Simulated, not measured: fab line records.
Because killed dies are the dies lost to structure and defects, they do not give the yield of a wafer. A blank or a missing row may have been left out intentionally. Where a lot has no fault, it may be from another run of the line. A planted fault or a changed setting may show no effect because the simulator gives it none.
Which tool was responsible? + flow sky130 + Sampling: 11 lots, 33 wafers, 6 of 708 route steps

## WHAT EACH GAUGE READ, for each wafer
SKY_LDD_N_TW_MEAS_17.
| lot  | measured     | on            | LDD_N_TW       |
|------|--------------|---------------|----------------|
| L649 | day 18 18:03 | film metro-01 | 2593 2601 2597 |
| L648 | day 18 21:01 | film metro-01 | 2593 2591 2590 |
| L651 | day 18 21:12 | film metro-01 | 2590 2590 2582 |
| L652 | day 19 07:11 | film metro-01 | 2624 2614 2618 |
| L653 | day 19 18:34 | film metro-01 | 2614 2612 2609 |
| L655 | day 20 12:24 | film metro-03 | 2620 2625 2612 |
| L660 | day 22 08:07 | film metro-03 | 2612 2618 2585 |
| L661 | day 22 22:10 | film metro-03 | 2607 2606 2596 |
| L662 | day 23 04:50 | film metro-03 | 2601 2613 2615 |
| L663 | day 23 11:50 | film metro-03 | 2609 2610 2616 |
| L664 | day 23 15:45 | film metro-03 | 2606 2609 2600 |

SKY_SPACER_THK_MEAS_01.
| lot  | measured     | on            | SPACER_CVD_00_THK (nm) |
|------|--------------|---------------|------------------------|
| L649 | day 24 00:11 | film metro-03 | 43.2 43.4 43.3         |
| L648 | day 24 02:26 | film metro-03 | 42.9 43.3 43.1         |
| L651 | day 24 03:40 | film metro-03 | 43.2 43.2 43.1         |
| L652 | day 24 13:02 | film metro-03 | 43.1 42.8 43.2         |
| L653 | day 24 23:10 | film metro-04 | 43.0 43.6 43.2         |
| L655 | day 25 15:41 | film metro-04 | 42.4 42.5 42.7         |
| L660 | day 27 09:56 | film metro-03 | 43.0 42.8 42.9         |
| L661 | day 27 23:13 | film metro-04 | 42.5 42.5 42.8         |
| L662 | day 28 04:48 | film metro-04 | 33.6 33.5 33.8         |
| L663 | day 28 11:20 | film metro-01 | 33.4 33.3 33.3         |
| L664 | day 28 15:09 | film metro-01 | 33.5 33.7 33.4         |

SKY_SD_P_OVL_MEAS_08.
| lot  | measured     | on         | SD_P_OVL (nm)  |
|------|--------------|------------|----------------|
| L649 | day 26 12:31 | overlay-01 | 1.1 0.4 0.3    |
| L648 | day 26 14:19 | overlay-02 | -0.6 -1.4 -1.0 |
| L651 | day 26 15:34 | overlay-02 | -2.1 -2.9 -0.6 |
| L652 | day 26 23:26 | overlay-02 | -2.7 0.4 -1.9  |
| L653 | day 27 09:39 | overlay-01 | -1.1 -1.3 -1.8 |
| L655 | day 28 01:33 | overlay-02 | -1.0 -1.1 0.2  |
| L660 | day 29 19:48 | overlay-02 | -1.9 -2.5 -4.9 |
| L661 | day 30 07:28 | overlay-02 | -1.9 -1.2 -3.1 |
| L662 | day 30 14:26 | overlay-02 | -0.1 0.8 -1.8  |
| L663 | day 30 20:05 | overlay-02 | -0.7 -2.1 -0.1 |
| L664 | day 31 00:11 | overlay-01 | -0.5 -1.9 -1.1 |

## TOOL THAT RAN EACH LOT (tool first, then ch and the chambers of the sampled wafers, then the start)
| lot  | SKY_SPACER_CVD_00           | SKY_SPACER_ETCHBACK_02             | SKY_POLY_CUT_STRIP_12                |
|------|-----------------------------|------------------------------------|--------------------------------------|
| L649 | lpcvd-02 ch 0, day 23 22:58 | rie diel-03 ch 0,3, day 24 00:14   | plasma asher-01 ch 0,1, day 25 06:25 |
| L648 | lpcvd-02 ch 1, day 24 01:14 | rie diel-01 ch 0,1,3, day 24 02:29 | plasma asher-03 ch 0,1, day 25 09:16 |
| L651 | lpcvd-02 ch 1, day 24 02:26 | rie diel-02 ch 1,2,3, day 24 03:42 | plasma asher-04 ch 0,1, day 25 10:17 |
| L652 | lpcvd-02 ch 1, day 24 11:49 | rie diel-03 ch 0,1,2, day 24 13:05 | plasma asher-03 ch 0,1, day 25 19:16 |
| L653 | lpcvd-02 ch 1, day 24 21:57 | rie diel-03 ch 0,1,2, day 24 23:13 | plasma asher-01 ch 0,1, day 26 04:55 |
| L655 | lpcvd-02 ch 1, day 25 14:28 | rie diel-01 ch 0,1,3, day 25 15:44 | plasma asher-03 ch 0,1, day 26 21:04 |
| L660 | lpcvd-02 ch 1, day 27 08:43 | rie diel-01 ch 0,2,3, day 27 09:59 | plasma asher-01 ch 1, day 28 14:36   |
| L661 | lpcvd-02 ch 0, day 27 21:59 | rie diel-01 ch 0,1,2, day 27 23:16 | plasma asher-01 ch 0,1, day 29 03:25 |
| L662 | lpcvd-02 ch 0, day 28 03:34 | rie diel-02 ch 0,1,3, day 28 04:50 | plasma asher-01 ch 0,1, day 29 10:12 |
| L663 | lpcvd-02 ch 0, day 28 10:07 | rie diel-03 ch 0,1,3, day 28 11:23 | plasma asher-03 ch 0,1, day 29 16:01 |
| L664 | lpcvd-02 ch 0, day 28 13:57 | rie diel-01 ch 1,2,3, day 28 15:13 | plasma asher-01 ch 0,1, day 29 20:16 |
- SKY_SPACER_CVD_00: deposits Si3N4 from DCS/NH3, target thk 43.1 nm, time 740 s.
- SKY_SPACER_ETCHBACK_02: etches Si3N4 in CH3F/O2, stops on SiO2, time 46.7 s, target depth 45 nm.
- SKY_POLY_CUT_STRIP_12: strips in O2/N2.

## AS READ BY THE TOOLS THEMSELVES (means over the sampled wafers that have a number; for cases with no such wafer, the mark the record gives instead)
SKY_SPACER_CVD_00.
| lot  | tool     | spike tc lower C (C) | spike tc upper C (C) |
|------|----------|----------------------|----------------------|
| L649 | lpcvd-02 | 772.5                | 769.3                |
| L648 | lpcvd-02 | 769.8                | 769.8                |
| L651 | lpcvd-02 | 769.8                | 769.0                |
| L652 | lpcvd-02 | 770.0                | 769.6                |
| L653 | lpcvd-02 | 770.0                | 769.9                |
| L655 | lpcvd-02 | 770.5                | 769.7                |
| L660 | lpcvd-02 | 771.1                | 769.9                |
| L661 | lpcvd-02 | 772.7                | 769.1                |
| L662 | lpcvd-02 | 773.2                | 768.8                |
| L663 | lpcvd-02 | 773.4                | 768.6                |
| L664 | lpcvd-02 | 772.6                | 768.3                |

SKY_SPACER_ETCHBACK_02.
| lot  | tool        | drypump motor current A (A) | oes product au (a.u.) | throttle valve pct (%) |
|------|-------------|-----------------------------|-----------------------|------------------------|
| L649 | rie diel-03 | 6.2                         | 0.853                 | 10.566                 |
| L648 | rie diel-01 | 5.7                         | 0.855                 | 10.559                 |
| L651 | rie diel-02 | 6.3                         | 0.850                 | 10.559                 |
| L652 | rie diel-03 | 6.2                         | 0.858                 | 10.570                 |
| L653 | rie diel-03 | 6.2                         | 0.855                 | 10.565                 |
| L655 | rie diel-01 | 5.7                         | 0.847                 | 10.558                 |
| L660 | rie diel-01 | 5.5                         | 0.857                 | 10.559                 |
| L661 | rie diel-01 | 5.6                         | 0.850                 | 10.563                 |
| L662 | rie diel-02 | 6.1                         | 0.748                 | 10.553                 |
| L663 | rie diel-03 | 6.3                         | 0.745                 | 10.550                 |
| L664 | rie diel-01 | 5.3                         | 0.750                 | 10.545                 |

SKY_POLY_CUT_STRIP_12.
| lot  | tool            | drypump motor current A (A) | oes product au (a.u.) | strip time to endpoint s (s) |
|------|-----------------|-----------------------------|-----------------------|------------------------------|
| L649 | plasma asher-01 | 6.2                         | 0.451                 | 5.349                        |
| L648 | plasma asher-03 | 5.8                         | 0.453                 | 5.366                        |
| L651 | plasma asher-04 | 5.8                         | 0.454                 | 5.363                        |
| L652 | plasma asher-03 | 5.8                         | 0.450                 | 5.352                        |
| L653 | plasma asher-01 | 5.9                         | 0.453                 | 5.335                        |
| L655 | plasma asher-03 | 5.4                         | 0.452                 | 5.352                        |
| L660 | plasma asher-01 | 5.5                         | 0.448                 | 5.354                        |
| L661 | plasma asher-01 | 6.2                         | 0.450                 | 5.350                        |
| L662 | plasma asher-01 | 6.3                         | 0.449                 | 5.393                        |
| L663 | plasma asher-03 | 5.4                         | 0.454                 | 5.364                        |
| L664 | plasma asher-01 | 6.2                         | 0.451                 | 5.330                        |

## THE ANSWER, worked out from the rows above alone
Rule: the lots themselves supply what counts as usual. Put in order of their means at a reading, lots are off if they are a third of the lots or fewer, leave a main group of 4 or more, and stand apart from it by a gap of 3 or more times the standard deviation of the main group's means; of several such gaps the widest counts. The tables above print the reading to a certain number of digits; a main group whose means all agree to those digits is not used. Also off: a lot with no number at a reading for which 4 or more lots have one. The other lots that the step has rows for count as sound. First the gauges in route order, then the tools' own readings, where a lot's mean is used as printed above. The first step at which some lot is off is used, and at that step the reading that is off furthest; a lot without a number counts as furthest.
Off: at SKY_SPACER_THK_MEAS_01 (SPACER_CVD_00_THK), L662, L663, L664. The main group: mean 43.0 nm, standard deviation 0.27.
A tool fits if, at a process step before that reading, it ran every lot that is off, and no sound lot after the first of them. The gauges at SKY_SPACER_THK_MEAS_01 aren't tried: what is off there is off at SKY_SPACER_ETCHBACK_02 too, on other tools, and a gauge's error can't cause that. One fits: SKY_SPACER_CVD_00 on lpcvd-02. Its last sound lot is L661 (day 27 21:59), its first lot that is off L662 (day 28 03:34): a fault that began between those two fits.

## WHAT THE SIMULATOR HAD PUT IN
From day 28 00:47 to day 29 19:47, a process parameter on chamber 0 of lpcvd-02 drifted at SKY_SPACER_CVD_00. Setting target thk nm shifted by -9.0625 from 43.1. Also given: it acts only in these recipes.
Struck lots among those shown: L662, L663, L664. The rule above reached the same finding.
